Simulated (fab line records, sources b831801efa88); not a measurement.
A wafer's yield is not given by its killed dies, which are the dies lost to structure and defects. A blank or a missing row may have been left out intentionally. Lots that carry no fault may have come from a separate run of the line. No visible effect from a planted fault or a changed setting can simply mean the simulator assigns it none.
fab line records	flow sky130
record: lots: 5	wafers: 15	lastDay: 49
route steps=708 shown VIA2@521 METAL3@532 CAPM@537 PAD_OPEN@708
lots that met no fault: from a run of the same line without faults
startH: hours from the record's opening day to when the first of the lot's shown wafers began	waitH: hours since the lot's step before	" as in the row above	L1.1+2: a single row standing in for several wafers	- no value present, or no start provided	* or withheld: withheld	< > ~ a bound
route shown NAME@n: names a module that has steps shown in the file, with the first one's number in the route	usual: the fault-free wafers' mean and standard deviation	same: alike in all rows	chamber/n: place in a boat	sites: each site's reading	_std_site: the values' standard deviation	_edge_site: inner sites' mean taken away from outer sites' mean	radiusMm: how far each site lies from the wafer's centre	mask NAME#n: copy n	behind: the most recent tool/chamber to have shaped the wafer	hold: why the lot was held/for how many hours/how that ended	device: transistor that didn't switch, given as n, p or np	end of line: the tests these same wafers got at the end of their route	where a step has no rows: the recipe by itself	killed: the dies lost at the first sort to structure and to defects; this is not the yield of the wafer	map: dies across one wafer; x = killed, . = not, _ = none there
set.NAME: setting as actually run; set.NAME@STEP: the setting as run at that earlier step	model.NAME: the simulator's own value behind a step, which no gauge read
lots seen at some steps along the route; tables by step, rows by wafer
services: from which hour (startH, from the record's first day; less than 0 if before it) a tool's chamber was out of use, for how many hours, and why
== steps ==
step: SKY_VIA2_ETCH_14
recipe: chemistry: N2/H2	target: BARC	ionEnergyEv: 200	sourceW: 500	biasW: 100	pressureMtorr: 30	n2FlowSccm: 100	h2FlowSccm: 200	stopOn: SiO2	timeS: 45.9	targetDepthA: 600
step: SKY_VIA2_ETCH_15
recipe: target: SiO2	chemistry: C4F8/O2/Ar	targetDepthNm: 546	stopOn: TiN	maskMaterial: KrF-thick	sourceW: 1500	biasW: 1200	pressureMtorr: 40	c4f8FlowSccm: withheld	O2_flow_sccm: 6	Ar_flow_sccm: 300	timeS: 84
usual: oesProductAu: 0.941/0.0045
lot.wafer	tool	chamber	startH	waitH	oesProductAu	rfHoursCounterH
L425.2	rieDiel-03	1	848.34	0.0	0.938	6
L425.3	"	3	"	"	0.947	4
L425.5	"	1	"	"	0.935	-
L432.1	rieDiel-03	2	907.84	0.0	0.943	10
L432.3	"	1	"	"	0.936	8
L432.4	"	0	"	"	0.943	6
L434.2	rieDiel-03	1	916.27	0.0	0.944	8
L434.3	"	3	"	"	0.932	5
L434.4	"	2	"	"	0.944	10
L439.1	rieDiel-01	0	950.39	0.0	0.942	27
L439.3	"	2	"	"	0.939	5
L439.4	"	0	"	"	0.937	-
L445.2	rieDiel-01	2	990.47	0.0	0.942	7
L445.4	"	2	"	"	0.939	-
L445.6	"	1	"	"	0.941	-
step: SKY_VIA2_STRIP_16
recipe: chemistry: O2/N2	powerW: 1400	pressureMtorr: 1500	platenTempC: withheld	o2FlowSccm: 3000	n2FlowSccm: 300	overashFraction: 0.5
usual: drypumpMotorCurrentA: 5.7/0.46	oesProductAu: 0.397/0.0046	stripTimeToEndpointS: 4.03/0.031
lot.wafer	tool	chamber	startH	waitH	drypumpMotorCurrentA	oesProductAu	rfHoursCounterH	stripTimeToEndpointS
L425.2	plasmaAsher-02	0	848.41	0.0	5.2	0.394	41	4.01
L425.3	"	1	"	"	5.2	0.398	-	4.04
L425.5	"	0	"	"	5.2	0.395	-	4.01
L432.1	plasmaAsher-03	0	907.91	0.0	6.5	0.389	77	4.04
L432.3	"	0	"	"	6.5	0.394	-	3.97
L432.4	"	1	"	"	5.9	0.402	-	4.01
L434.2	plasmaAsher-02	1	916.33	0.0	5.2	0.392	47	4.00
L434.3	"	0	"	"	5.2	0.399	-	4.04
L434.4	"	1	"	"	5.1	0.401	-	4.04
L439.1	plasmaAsher-02	1	950.46	0.0	5.2	0.388	51	4.04
L439.3	"	0	"	"	5.2	0.399	-	3.99
L439.4	"	1	"	"	5.1	0.404	-	4.03
L445.2	plasmaAsher-04	1	990.53	0.0	6.0	0.394	23	4.01
L445.4	"	1	"	"	6.0	0.398	-	4.01
L445.6	"	0	"	"	6.0	0.395	-	3.97
step: SKY_VIA2_STRIP_17
recipe: chemistry: postEtchResidueRemover	timeS: 1200	tempC: 72.5
step: SKY_VIA2_CLEAN_18
recipe: chemistry: IPA	timeS: 180	tempC: 25
step: SKY_VIA2_CLEAN_19
recipe: chemistry: O3/DIW	dry: n2Spin
step: SKY_VIA2_SPUTTER_20
recipe: material: TiN	targetThkNm: 20	chamberPressurePa: 5	powerW: 4000	timeS: 80
step: SKY_VIA2_CVD_21
recipe: material: W	targetThkNm: 420	timeS: 126.4	tempC: 400	pressureTorr: 40
usual: heaterPowerW: 908/62
lot.wafer	tool	chamber	startH	waitH	heaterPowerW
L425.2	cvdW-01	1	849.06	0.0	873
L425.3	"	1	"	"	912
L425.5	"	0	"	"	929
L432.1	cvdW-01	0	908.56	0.0	957
L432.3	"	0	"	"	935
L432.4	"	1	"	"	870
L434.2	cvdW-01	0	916.99	0.0	904
L434.3	"	0	"	"	908
L434.4	"	1	"	"	902
L439.1	cvdW-01	1	951.55	0.0	885
L439.3	"	0	"	"	924
L439.4	"	1	"	"	863
L445.2	cvdW-02	1	991.19	0.0	1006
L445.4	"	0	"	"	821
L445.6	"	0	"	"	837
step: SKY_VIA2_RS_MEAS_22
recipe: thkMeasGauge: four-point-probe	reads: W_of_VIA2_CVD_21+TiN_of_VIA2_SPUTTER_20
usual: VIA2_W_RS: 0.275/0.0031
lot.wafer	tool	chamber	startH	waitH	VIA2_W_RS[ohm/sq]
L425.2	filmMetro-03	-	849.21	0.1	0.271
L425.3	"	-	"	"	0.270
L425.5	"	-	"	"	0.277
L432.1	filmMetro-04	-	908.69	0.1	0.279
L432.3	"	-	"	"	0.279
L432.4	"	-	"	"	0.275
L434.2	filmMetro-04	-	917.14	0.1	0.277
L434.3	"	-	"	"	0.273
L434.4	"	-	"	"	0.274
L439.1	filmMetro-01	-	951.68	0.1	0.272
L439.3	"	-	"	"	0.274
L439.4	"	-	"	"	0.271
L445.2	filmMetro-01	-	991.34	0.1	0.272
L445.4	"	-	"	"	0.279
L445.6	"	-	"	"	0.276
step: SKY_VIA2_THK_MEAS_23
recipe: thkMeasGauge: xrf	reads: W_of_VIA2_CVD_21
usual: VIA2_W_THK: 413/5.6
lot.wafer	tool	chamber	startH	waitH	VIA2_W_THK[nm]
L425.2	filmMetro-03	-	849.32	0.1	416
L425.3	"	-	"	"	414
L425.5	"	-	"	"	402
L432.1	filmMetro-04	-	908.81	0.1	405
L432.3	"	-	"	"	407
L432.4	"	-	"	"	413
L434.2	filmMetro-04	-	917.25	0.1	407
L434.3	"	-	"	"	413
L434.4	"	-	"	"	413
L439.1	filmMetro-01	-	951.80	0.1	417
L439.3	"	-	"	"	415
L439.4	"	-	"	"	422
L445.2	filmMetro-01	-	991.45	0.1	419
L445.4	"	-	"	"	409
L445.6	"	-	"	"	417
step: SKY_VIA2_CMP_24
recipe: stopOn: SiO2	tOverpolishS: 20	downForcePsi: 3.5	platenRpm: 60	targetThkNm: 0	padVelocityMS: 0.94248
step: SKY_METAL3_SPUTTER_00
recipe: material: Ti	targetThkNm: 15	powerW: 3000	timeS: 10	chamberPressurePa: 0.4
step: SKY_METAL3_SPUTTER_01
recipe: material: TiN	targetThkNm: 20	powerW: 6500	timeS: 16.7	chamberPressurePa: 0.4
usual: throttleValvePct: 30.1/1
lot.wafer	tool	chamber	startH	waitH	throttleValvePct
L425.2	pvdSputter-01	-	849.70	0.0	31.9
L425.3	"	-	"	"	31.2
L425.5	"	-	"	"	30.6
L432.1	pvdSputter-03	-	909.22	0.0	30.8
L432.3	"	-	"	"	30.1
L432.4	"	-	"	"	29.2
L434.2	pvdSputter-04	-	917.62	0.0	30.5
L434.3	"	-	"	"	28.1
L434.4	"	-	"	"	29.1
L439.1	pvdSputter-01	-	952.18	0.0	31.0
L439.3	"	-	"	"	31.7
L439.4	"	-	"	"	30.6
L445.2	pvdSputter-04	-	991.82	0.0	27.9
L445.4	"	-	"	"	30.5
L445.6	"	-	"	"	28.1
step: SKY_METAL3_SPUTTER_02
recipe: material: AlCu	targetThkNm: 735	powerW: 10600	timeS: 39.1	chamberPressurePa: 0.4
step: SKY_METAL3_SPUTTER_03
recipe: material: Ti	targetThkNm: 5	powerW: 3058	timeS: 3.3	chamberPressurePa: 0.4
step: SKY_METAL3_SPUTTER_04
recipe: material: TiN	targetThkNm: 70	powerW: 6500	timeS: 58.3	chamberPressurePa: 0.4
usual: throttleValvePct: 30.2/1
lot.wafer	tool	chamber	startH	waitH	throttleValvePct
L425.2	pvdSputter-01	-	849.78	0.0	31.8
L425.3	"	-	"	"	31.0
L425.5	"	-	"	"	30.8
L432.1	pvdSputter-03	-	909.30	0.0	30.5
L432.3	"	-	"	"	30.0
L432.4	"	-	"	"	29.4
L434.2	pvdSputter-04	-	917.71	0.0	30.1
L434.3	"	-	"	"	28.1
L434.4	"	-	"	"	28.7
L439.1	pvdSputter-01	-	952.26	0.0	30.9
L439.3	"	-	"	"	31.7
L439.4	"	-	"	"	30.7
L445.2	pvdSputter-04	-	991.90	0.0	28.1
L445.4	"	-	"	"	30.4
L445.6	"	-	"	"	28.0
step: SKY_CAPM_CVD_00
recipe: material: SiO2	targetThkNm: 15.5	tempC: 400	timeS: withheld	rfW: 450
step: SKY_CAPM_THK_MEAS_01
recipe: reads: SiO2_of_CAPM_CVD_00
usual: CAPM_CVD_00_THK: 15.59/0.23
lot.wafer	tool	chamber	startH	waitH	CAPM_CVD_00_THK[nm]
L425.2	filmMetro-01	-	849.86	-	15.50
L425.3	"	-	"	"	15.50
L425.5	"	-	"	"	15.73
L432.1	filmMetro-04	-	909.37	-	15.35
L432.3	"	-	"	"	15.54
L432.4	"	-	"	"	15.60
L434.2	filmMetro-04	-	917.79	-	15.41
L434.3	"	-	"	"	15.41
L434.4	"	-	"	"	15.38
L439.1	filmMetro-04	-	952.33	-	15.38
L439.3	"	-	"	"	15.31
L439.4	"	-	"	"	15.69
L445.2	filmMetro-02	-	991.98	-	15.67
L445.4	"	-	"	"	15.84
L445.6	"	-	"	"	15.49
step: SKY_CAPM_SPUTTER_02
recipe: material: TiN	targetThkNm: 200	tempC: 300	powerW: 6500	timeS: 166.7	chamberPressurePa: 0.4
step: SKY_CAPM_RS_MEAS_03
recipe: thkMeasGauge: four-point-probe	reads: TiN_of_CAPM_SPUTTER_02
usual: CAPM_TIN_RS: 6.92/0.096
lot.wafer	tool	chamber	startH	waitH	CAPM_TIN_RS[ohm/sq]
L425.2	filmMetro-04	-	850.04	0.1	6.91
L425.3	"	-	"	"	7.01
L425.5	"	-	"	"	6.99
L432.1	filmMetro-02	-	909.54	0.1	6.87
L432.3	"	-	"	"	6.82
L432.4	"	-	"	"	6.76
L434.2	filmMetro-02	-	917.97	0.1	6.79
L434.3	"	-	"	"	6.81
L434.4	"	-	"	"	6.74
L439.1	filmMetro-01	-	952.50	0.1	6.83
L439.3	"	-	"	"	6.87
L439.4	"	-	"	"	6.75
L445.2	filmMetro-01	-	992.16	0.1	7.17
L445.4	"	-	"	"	7.17
L445.6	"	-	"	"	7.02
step: SKY_CAPM_THK_MEAS_04
recipe: thkMeasGauge: xrf	reads: TiN_of_CAPM_SPUTTER_02
usual: CAPM_TIN_THK: 198.9/2.7
lot.wafer	tool	chamber	startH	waitH	CAPM_TIN_THK[nm]
L425.2	filmMetro-04	-	850.15	0.1	198.8
L425.3	"	-	"	"	197.1
L425.5	"	-	"	"	197.8
L432.1	filmMetro-02	-	909.66	0.1	199.5
L432.3	"	-	"	"	201.5
L432.4	"	-	"	"	202.9
L434.2	filmMetro-02	-	918.08	0.1	200.9
L434.3	"	-	"	"	200.8
L434.4	"	-	"	"	202.1
L439.1	filmMetro-01	-	952.62	0.1	200.4
L439.3	"	-	"	"	199.1
L439.4	"	-	"	"	202.3
L445.2	filmMetro-01	-	992.27	0.1	191.8
L445.4	"	-	"	"	192.2
L445.6	"	-	"	"	196.5
step: SKY_CAPM_DEHYDRATE_05
recipe: tempC: 200	timeS: 60
step: SKY_CAPM_HMDS_06
recipe: primeTimeS: 60	primeTempC: 120
step: SKY_CAPM_COAT_07
recipe: resist: NOVOLAK	spinRpm: 3000	resistThkNm: 1140
step: SKY_CAPM_SOFTBAKE_08
recipe: tempC: 90	timeS: 60	resist: NOVOLAK
step: SKY_CAPM_EXPOSE_09
recipe: maskId: CAPM	na: 0.6	sourceShape: conventional	sigmaOuter: 0.6	polarization: unpolarized	targetCdNm: 1000	doseMj: 159
step: SKY_CAPM_PEB_10
recipe: tempC: withheld	timeS: *	resist: NOVOLAK
step: SKY_CAPM_DEVELOP_11
recipe: resist: NOVOLAK	developer: TMAH	developTimeS: 60	devTempC: 23
step: SKY_CAPM_OVL_MEAS_12
usual: CAPM_OVL: -0.6/1.2
lot.wafer	tool	chamber	startH	waitH	CAPM_OVL[nm]
L425.2	overlay-02	-	876.89	0.1	-0.1
L425.3	"	-	"	"	0.6
L425.5	"	-	"	"	0.2
L432.1	overlay-01	-	933.39	0.1	0.7
L432.3	"	-	"	"	1.7
L432.4	"	-	"	"	-0.2
L434.2	overlay-01	-	942.15	0.1	-1.7
L434.3	"	-	"	"	1.2
L434.4	"	-	"	"	-0.8
L439.1	overlay-02	-	977.00	0.1	-0.9
L439.3	"	-	"	"	-1.3
L439.4	"	-	"	"	-1.1
L445.2	overlay-02	-	1014.60	0.1	-0.4
L445.4	"	-	"	"	-2.7
L445.6	"	-	"	"	-1.7
step: SKY_CAPM_METAL_ETCH_13
recipe: targetDepthNm: 220	stopOn: SiO2	chemistry: Cl2/BCl3	target: TiN	pressureMtorr: 10	icpW: 900	biasW: 48.5	Cl2_flow_sccm: 60	bcl3FlowSccm: 30	timeS: 62.9
step: SKY_CAPM_STRIP_14
recipe: chemistry: O2/N2	powerW: 1400	pressureMtorr: 1500	platenTempC: withheld	o2FlowSccm: 3000	n2FlowSccm: 300	overashFraction: 0.5
usual: drypumpMotorCurrentA: 5.6/0.38	oesProductAu: 0.710/0.0047	stripTimeToEndpointS: 12.66/0.04
lot.wafer	tool	chamber	startH	waitH	drypumpMotorCurrentA	oesProductAu	rfHoursCounterH	stripTimeToEndpointS
L425.2	plasmaAsher-02	1	877.00	0.1	5.1	0.708	43	12.66
L425.3	"	1	"	"	5.1	0.702	-	12.63
L425.5	"	1	"	"	5.1	0.698	-	12.61
L432.1	plasmaAsher-01	0	933.50	0.1	5.9	0.708	113	12.65
L432.3	"	0	"	"	5.9	0.721	-	12.69
L432.4	"	1	"	"	5.2	0.707	-	12.68
L434.2	plasmaAsher-01	1	942.26	0.1	5.2	0.705	113	12.70
L434.3	"	1	"	"	5.2	0.710	-	12.65
L434.4	"	0	"	"	5.9	0.711	-	12.65
L439.1	plasmaAsher-01	0	977.11	0.1	5.9	0.716	117	12.60
L439.3	"	0	"	"	5.9	0.718	-	12.68
L439.4	"	1	"	"	5.2	0.699	-	12.58
L445.2	plasmaAsher-02	0	1014.71	0.1	5.2	0.715	58	12.67
L445.4	"	1	"	"	5.1	0.707	-	12.69
L445.6	"	1	"	"	5.2	0.713	-	12.71
step: SKY_CAPM_STRIP_15
recipe: chemistry: postEtchResidueRemover	timeS: 1200	tempC: 72.5
step: SKY_CAPM_CLEAN_16
recipe: chemistry: IPA	timeS: 180	tempC: 25
step: SKY_CAPM_CLEAN_17
recipe: chemistry: O3/DIW	dry: n2Spin
step: SKY_METAL3_DEHYDRATE_05
recipe: tempC: 200	timeS: 60
step: SKY_METAL3_HMDS_06
recipe: primeTimeS: 60	primeTempC: 120
step: SKY_METAL3_COAT_07
recipe: resist: BARC	tempC: withheld	timeS: withheld	spinRpm: 3000	resistThkNm: 60
step: SKY_METAL3_COAT_08
recipe: resist: KrF-thick	spinRpm: 3000	resistThkNm: 1140
step: SKY_METAL3_SOFTBAKE_09
recipe: tempC: 100	timeS: 90	resist: KrF-thick
step: SKY_METAL3_EXPOSE_10
recipe: maskId: MM3	na: 0.68	sourceShape: annular	sigmaInner: 0.4	sigmaOuter: 0.8	targetCdNm: 300	doseMj: 27.8
step: SKY_METAL3_PEB_11
recipe: pebTempC: withheld	pebTimeS: withheld	resist: KrF-thick
step: SKY_METAL3_DEVELOP_12
recipe: developTimeS: 60	resist: KrF-thick	devTempC: 21
step: SKY_PAD_OPEN_PROBE_99
usual: defectLimitedYield: 82.7/2	killed_at_M0_to_M3: 43/7.4	killed_at_M4_up: 3.5/2.1	killedAtContacts: 24/5.4	killedAtFrontEnd: 15/4.7	killedAtOther: 0.2/0.44	killedDies: 85/10	killedOpen: 47/7.1	killedShort: 38/7	sort_bin_3_pad_short: 0.9/0.41	sort_bin_5_function: 10.4/1.6	sort_bin_6_memory: 6.1/1.1	sortNPass: 407/10	sortYieldPct: 82.7/2
same: grossDies: 492	killedAtBackSide: 0	sort_bin_4_leakage[%]: 0	sort_bin_8_speed[%]: 0
lot.wafer	tool	chamber	startH	waitH	defectLimitedYield[%]	killed_at_M0_to_M3	killed_at_M4_up	killedAtContacts	killedAtFrontEnd	killedAtOther	killedDies	killedOpen	killedShort	sort_bin_3_pad_short[%]	sort_bin_5_function[%]	sort_bin_6_memory[%]	sortNPass	sortYieldPct[%]	model.etest.tester.sortNPass	model.etest.tester.sortYieldPct	model.etest.tester.sort_bin_5_pct	model.etest.tester.sort_bin_3_pct
L425.2	prober-01	-	1077.87	0.1	85.8	43	4	11	11	1	70	40	30	0.6	9.3	4.3	422	85.8	422	85.77	9.35	0.6098
L425.3	prober-01	-	1077.92	0.2	81.7	45	2	23	20	0	90	56	34	0.6	12.2	5.5	402	81.7	402	81.71	12.2	0.6098
L425.5	prober-01	-	1078.02	0.2	84.8	47	2	20	6	0	75	47	28	0.2	10.4	4.7	417	84.8	417	84.76	10.37	0.2033
L432.1	prober-01	-	1124.75	0.1	84.8	38	2	18	17	0	75	45	30	0.4	10.0	4.9	417	84.8	417	84.76	9.959	0.4065
L432.3	prober-01	-	1124.85	0.2	81.1	44	8	27	13	1	93	44	49	1.2	10.2	7.5	399	81.1	399	81.1	10.16	1.22
L432.4	prober-01	-	1124.90	0.2	80.3	45	6	29	16	1	97	49	48	1.0	11.6	7.1	395	80.3	395	80.28	11.59	1.016
L434.2	prober-01	-	1130.03	0.1	84.8	39	5	19	11	1	75	40	35	0.8	7.1	7.3	417	84.8	417	84.76	7.114	0.813
L434.3	prober-01	-	1130.08	0.2	82.9	39	9	24	10	2	84	39	45	0.8	9.1	7.1	408	82.9	408	82.93	9.146	0.813
L434.4	prober-01	-	1130.13	0.2	81.5	46	3	24	18	0	91	51	40	0.6	12.8	5.1	401	81.5	401	81.5	12.8	0.6098
L439.1	prober-01	-	1157.02	0.1	80.3	51	8	25	13	0	97	43	54	0.8	11.4	7.5	395	80.3	395	80.28	11.38	0.813
L439.3	prober-01	-	1157.12	0.2	72.6	103	2	22	8	0	135	37	30	4.5	15.2	7.7	357	72.6	357	72.56	15.24	4.472
L439.4	prober-01	-	1157.17	0.2	84.1	37	1	25	15	0	78	47	31	0.8	7.9	7.1	414	84.1	414	84.15	7.927	0.813
L445.2	prober-01	-	1185.26	0.1	86.0	39	1	24	5	0	69	39	30	0.4	8.3	5.3	423	86.0	423	85.98	8.333	0.4065
L445.4	prober-01	-	1185.36	0.2	82.1	44	3	30	11	0	88	48	40	1.4	10.6	5.9	404	82.1	404	82.11	10.57	1.423
L445.6	prober-01	-	1185.46	0.2	83.1	51	3	17	12	0	83	47	36	1.0	7.5	8.3	409	83.1	409	83.13	7.52	1.016
killed by level:class
L425.2 VIA1:geometricParticle:open=10 VIA2:geometricParticle:open=7 VIA1:geometricParticle:short=7 VIA3:geometricParticle:open=7 FIELD_ISO:geometricParticle:open=4 POLY_GATE:geometricParticle:short=3 LI_CONTACT:geometricParticle:open=3 LI_CONTACT:geometricParticle:short=3
L425.3 VIA1:geometricParticle:open=11 VIA3:geometricParticle:open=10 FIELD_ISO:geometricParticle:open=8 METAL1:geometricParticle:short=8 LI_CONTACT:geometricParticle:open=8 VIA2:geometricParticle:open=8 CONTACT:geometricParticle:open=8 FIELD_ISO:geometricParticle:short=5
L425.5 VIA1:geometricParticle:open=12 VIA3:geometricParticle:open=10 CONTACT:geometricParticle:open=10 METAL1:geometricParticle:short=8 FIELD_ISO:geometricParticle:open=4 LI_CONTACT:geometricParticle:open=4 VIA1:geometricParticle:short=3 CONTACT:geometricParticle:short=3
L432.1 VIA1:geometricParticle:open=9 VIA1:geometricParticle:short=7 POLY_GATE:geometricParticle:open=6 CONTACT:geometricParticle:open=6 VIA3:geometricParticle:open=4 LI_CONTACT:geometricParticle:open=4 CONTACT:geometricParticle:short=4 VIA2:geometricParticle:open=4
L432.3 VIA1:geometricParticle:open=11 CONTACT:geometricParticle:open=7 LOCAL_INTERCONNECT:geometricParticle:short=7 CONTACT:geometricParticle:short=6 VIA3:geometricParticle:open=6 METAL4:geometricParticle:short=6 LI_CONTACT:geometricParticle:open=5 METAL1:geometricParticle:short=5
L432.4 CONTACT:geometricParticle:open=9 LI_CONTACT:geometricParticle:open=8 VIA1:geometricParticle:open=8 METAL4:geometricParticle:short=6 VIA3:geometricParticle:open=6 POLY_GATE:geometricParticle:open=5 LOCAL_INTERCONNECT:geometricParticle:short=5 CONTACT:geometricParticle:short=5
L434.2 VIA1:geometricParticle:open=8 LI_CONTACT:geometricParticle:open=7 CONTACT:geometricParticle:open=5 VIA3:geometricParticle:open=5 VIA1:geometricParticle:short=5 METAL4:geometricParticle:short=5 METAL1:geometricParticle:short=4 METAL2:geometricParticle:short=4
L434.3 CONTACT:geometricParticle:open=12 VIA1:geometricParticle:open=8 METAL4:geometricParticle:short=8 METAL1:geometricParticle:short=7 VIA2:geometricParticle:open=5 LOCAL_INTERCONNECT:geometricParticle:short=4 METAL2:geometricParticle:short=4 METAL3:geometricParticle:short=4
L434.4 CONTACT:geometricParticle:open=10 VIA3:geometricParticle:open=7 VIA1:geometricParticle:open=7 POLY_GATE:geometricParticle:open=6 POLY_GATE:geometricParticle:short=6 LI_CONTACT:geometricParticle:open=5 VIA2:geometricParticle:open=5 CONTACT:geometricParticle:short=5
L439.1 VIA2:geometricParticle:open=11 LI_CONTACT:geometricParticle:open=8 METAL4:geometricParticle:short=7 METAL2:geometricParticle:short=7 POLY_GATE:geometricParticle:short=6 LOCAL_INTERCONNECT:geometricParticle:short=6 VIA1:geometricParticle:open=6 VIA1:geometricParticle:short=6
L439.3 METAL3:unspecified=68 VIA1:geometricParticle:open=9 LI_CONTACT:geometricParticle:open=7 VIA3:geometricParticle:open=6 METAL1:geometricParticle:short=6 CONTACT:geometricParticle:short=5 VIA1:geometricParticle:short=5 CONTACT:geometricParticle:open=4
L439.4 CONTACT:geometricParticle:open=13 VIA1:geometricParticle:open=9 VIA2:geometricParticle:open=7 POLY_GATE:geometricParticle:short=5 CONTACT:geometricParticle:short=5 VIA3:geometricParticle:open=5 LI_CONTACT:geometricParticle:open=4 VIA1:geometricParticle:short=4
L445.2 CONTACT:geometricParticle:open=12 METAL1:geometricParticle:short=8 VIA1:geometricParticle:open=8 VIA3:geometricParticle:open=7 METAL2:geometricParticle:short=6 LI_CONTACT:geometricParticle:open=5 VIA1:geometricParticle:short=4 CONTACT:geometricParticle:short=3
L445.4 LI_CONTACT:geometricParticle:open=10 CONTACT:geometricParticle:open=10 METAL2:geometricParticle:short=10 VIA2:geometricParticle:open=7 CONTACT:geometricParticle:short=5 METAL1:geometricParticle:short=5 VIA1:geometricParticle:open=5 VIA1:geometricParticle:short=4
L445.6 VIA3:geometricParticle:open=12 METAL1:geometricParticle:short=7 FIELD_ISO:geometricParticle:open=6 LI_CONTACT:geometricParticle:open=6 VIA2:geometricParticle:open=6 LOCAL_INTERCONNECT:geometricParticle:short=5 VIA1:geometricParticle:short=4 VIA2:geometricParticle:short=4
map L439.3 (x killed, . not)
__________.....x..x._________
________......x......._______
______......x.......x.x._____
_____x.....x....x........____
____.xx.xx.x...x..........___
___x.x.xxxxx.......x..xxx..__
__...xxxxxx.x.xxx..........._
_..xxxxxxxxxx...........x....
_..xxxxxxxxxx.x....xxx.....xx
_..xxxxxxxxxx....x...x.......
_x.xx.xxxxxxxx.........xx....
_...xxxxxxxxx....x.........x.
_...x.xxxx..........x.xx.....
_..................x....x....
_x.......x......x.x.....x...x
__x.xx............x........._
___x....x......x......x....__
____..x...x.x......x......___
_____.x.......x.x........____
______.......x...x....x._____
________..x.....x....._______
__________.........._________
map L425.3 (x killed, . not)
__________..x......._________
________.....xxx.xx..._______
______x......x..x.x....._____
_____....x...xx.x....xx..____
____.........xx...........___
___.........x..........x...__
__...x..x......x..x........._
_...........x.....x..........
_..x....x...x.........x...x..
_....xx.....x......x.........
_x....x..x.x..x...xxx.....x..
_.x........x...x...x.......x.
_....x....xx......x...x....x.
_....x.........x.......x.....
_x...x....xxxx.......x.......
__..x.x.x......x...x........_
___..x.......x....xx.xx....__
____.........x.....xx....x___
_____...x...x.........x..____
______..x......x.......x_____
________.....x.x......_______
__________....x....x_________
== services ==
tool	chamber	startH	hours	kind
pvdSputter-04	-	828.49	2.8	repair
cvdW-01	-	828.75	6.9	pm
plasmaAsher-04	-	839.51	3.7	repair
pvdSputter-01	-	842.46	0.5	repair
rieDiel-03	0	846.48	2.6	repair
rieDiel-01	3	846.98	4.5	repair
pvdSputter-03	-	850.45	5.4	repair
pvdSputter-03	-	850.84	1.9	repair
rieDiel-01	3	856.70	1.3	repair
rieDiel-01	1	863.87	10.1	repair
pvdSputter-01	-	866.82	1.1	repair
pvdSputter-04	-	888.62	10.4	repair
pvdSputter-03	-	889.20	6.1	repair
cvdW-02	-	904.00	14.0	pm
rieDiel-01	-	922.33	4.1	repair
cvdW-02	1	922.34	3.2	repair
rieDiel-03	3	925.50	31.2	repair
rieDiel-01	2	939.47	2.4	repair
plasmaAsher-04	-	948.13	12.4	repair
rieDiel-01	3	949.26	9.5	repair
pvdSputter-03	-	950.59	4.6	repair
cvdW-01	1	955.89	17.8	repair
cvdW-01	0	1011.16	4.4	repair
rieDiel-03	0	1013.79	3.9	repair
== key ==
firstSign: step: SKY_PAD_OPEN_PROBE_99	reading: sort_bin_3_pad_short	direction: up	sigmas: 8.8	usual: 0.9	struck: 4.5
effect: step: SKY_PAD_OPEN_PROBE_99	reading: killed_at_M0_to_M3	direction: up	sigmas: 8.1	usual: 43	struck: 103
modelEffect: step: SKY_PAD_OPEN_PROBE_99	value: etest.tester.sortNPass	without: 418	struck: 357
metAt SKY_METAL3_SPUTTER_01
struckWafers L439.3
onsetBetween 849.70 952.18
fault: kind: chamberParticleSource	tool: pvdSputter-01	chamber: -	onsetH: 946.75	steps: SKY_METAL3_SPUTTER_01	ratePerVisitCm2: 1.5615	endH: 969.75	scope: struckWafersOnly
